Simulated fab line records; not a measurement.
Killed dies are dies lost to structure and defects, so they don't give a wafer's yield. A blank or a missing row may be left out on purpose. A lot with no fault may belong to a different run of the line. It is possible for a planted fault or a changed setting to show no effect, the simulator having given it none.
A lot that was struck, set against a sound lot + flow gf180mcu + 15 out of 602 route steps
Sound: wafers L443.1, L443.3, L443.5. Wafers L450.2, L450.3, L450.6 were the ones struck. The cause is given at the end.
At each step with rows: each side's tool, then ch and its chambers, then its first start. Under that, the readings that differ: sound wafers + struck wafers + difference of the means + sigmas: that difference in standard deviations of wafers without a fault.
alike: a reading whose means differ by less than 2 such deviations, as well as words and numbers matching on both sides. not compared: withheld readings; readings where some wafer has no value; bounds like >300 that might hide an equal value; numbers whose values overlap and for which the record gives no deviation.
The two part at a step that has a row with sigmas, a row that says differs or no value, or rows on one side only. Non-overlapping numbers with no deviation appear without sigmas and do not part them. Lack of a reading on every wafer of one side parts them only where that side has two or more wafers.

first, 4 steps without rows for these wafers: GF_STI_WET_ETCH_26 (etches SiO2 in dHF, target depth 94 nm, time 188 s); GF_STI_WET_ETCH_27 (etches Si3N4 in H3PO4, target depth 160 nm, time 1825 s); GF_STI_WET_ETCH_28 (etches SiO2 in dHF, target depth 20 nm, time 40 s); GF_STI_OXIDATION_29 (stabilise 600 s, purge 300 s, target thk 10 nm).
GF_STI_THK_MEAS_30:
  sound: filmMetro-04 at day 3 11:13; struck: filmMetro-02 at day 4 21:31
  alike: STI_OXIDATION_02_THK
then, 7 steps without rows for these wafers: GF_DNWELL_DEHYDRATE_00 (time 60 s); GF_DNWELL_HMDS_01 (prime time 60 s); GF_DNWELL_COAT_02 (resist thk 3000 nm); GF_DNWELL_SOFTBAKE_03; GF_DNWELL_EXPOSE_04 (exposes mask DNWELL, target cd 1700 nm); GF_DNWELL_PEB_05; GF_DNWELL_DEVELOP_06 (develop time 60 s).
GF_DNWELL_IMPLANT_07:
  sound on implanter-03 ch 0, day 3 23:35; struck on implanter-04 ch 0, day 5 11:25
| reading                  | sound                | struck               | difference | sigmas |
|--------------------------|----------------------|----------------------|------------|--------|
| beamEnergyKeV            | 1500.1 1500.4 1500.2 | 1473.0 1473.0 1473.6 | -27.0      | -54    |
| model.implant.drpNm (nm) | 197.4 197.4 197.4    | 196.4 196.4 196.4    | -1.0       |        |
  alike: doseIonsCm2
GF_DNWELL_STRIP_08: strips in O2/N2.
  sound on plasmaAsher-04 ch 0,1, day 3 23:44; struck on plasmaAsher-04 ch 1, day 5 11:32
  alike: drypumpMotorCurrentA, heaterPowerW, o2FlowSccm, oesProductAu, stripTimeToEndpointS
  not compared: rfHoursCounterH
-- the record jumps here: 27 days lie between the struck wafers' starts before and after (it left off in module DNWELL and takes up again in module PASSIVATION, whose first step shown is number 602 of the route) --
GF_PASSIVATION_PROBE_99:
  only the struck wafers here have rows in the record (prober-02, day 32 11:02); the sound ones have none

WHERE THEY PART
First at GF_DNWELL_IMPLANT_07; last, within this record, at GF_PASSIVATION_PROBE_99.

WHY: what the simulator had put in
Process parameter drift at GF_DNWELL_IMPLANT_07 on implanter-04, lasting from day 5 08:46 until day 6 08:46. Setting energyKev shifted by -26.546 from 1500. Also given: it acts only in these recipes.
